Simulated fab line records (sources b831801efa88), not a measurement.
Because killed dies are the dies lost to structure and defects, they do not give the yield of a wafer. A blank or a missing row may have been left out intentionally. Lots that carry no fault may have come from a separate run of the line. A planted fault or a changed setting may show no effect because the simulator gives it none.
Matching of chambers    flow gf180mcu    GF_CONTACT_CMP_27 on cmp-01: 4 sister chambers
The step polishes, stops on SiO2, t overpolish 15 s, target thk 0 nm. 8 wafers are shown with their chamber, then 11 later ones without.

== WAFERS PAIRED WITH THEIR CHAMBERS ==
wafer   chamber  motor_current_A (A)  time_to_endpoint_s (s)
L116.2  3        12.1                 77.6
L119.1  3        12.2                 78.2
L120.5  0        10.4                 72.2
L123.4  0        10.3                 73.7
L122.4  1        11.6                 67.4
L130.5  1        11.8                 72.6
L130.6  2        10.7                 69.8
L131.1  2        11.2                 69.9

== WAFERS WITHOUT THEIR CHAMBER ==
wafer   motor_current_A (A)  time_to_endpoint_s (s)
L131.4  11.7                 77.3
L131.5  10.7                 75.4
L133.2  10.9                 73.7
L133.4  10.6                 70.4
L133.6  10.9                 72.8
L134.2  10.5                 70.3
L134.3  11.6                 72.9
L134.4  11.4                 71.5
L135.2  10.7                 73.9
L135.3  12.3                 78.7
L135.6  10.4                 74.1

== WHICH CHAMBER EACH WENT THROUGH ==
wafer    from the rows above       in truth
L131.4   can't be placed: 3 or 1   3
L131.5   can't be placed: 0 or 2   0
L133.2   can't be placed: 2 or 0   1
L133.4   can't be placed: 2 or 0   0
L133.6   can't be placed: 2 or 0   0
L134.2   can't be placed: 0 or 2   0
L134.3   1                         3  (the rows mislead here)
L134.4   can't be placed: 1 or 2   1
L135.2   can't be placed: 0 or 2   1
L135.3   3                         3
L135.6   0                         0
2 of 11 placed correctly. Unplaceable from these rows: 8, with the true chamber sitting among the candidates in 6. 1 placed wrongly.
How it was worked out, from the rows above alone: a wafer's distance from a chamber is the root of the sum, over the readings, of the square of ((its reading less the chamber's mean) divided by the reading's scatter). The wafer belongs to the nearest chamber; if the next one is less than 2 further off, it can't be placed. A chamber's mean is the mean of its shown wafers. The scatter is the square root of a quotient: the sum, over the shown wafers, of each reading's squared deviation from its chamber's mean, divided by wafers minus chambers.
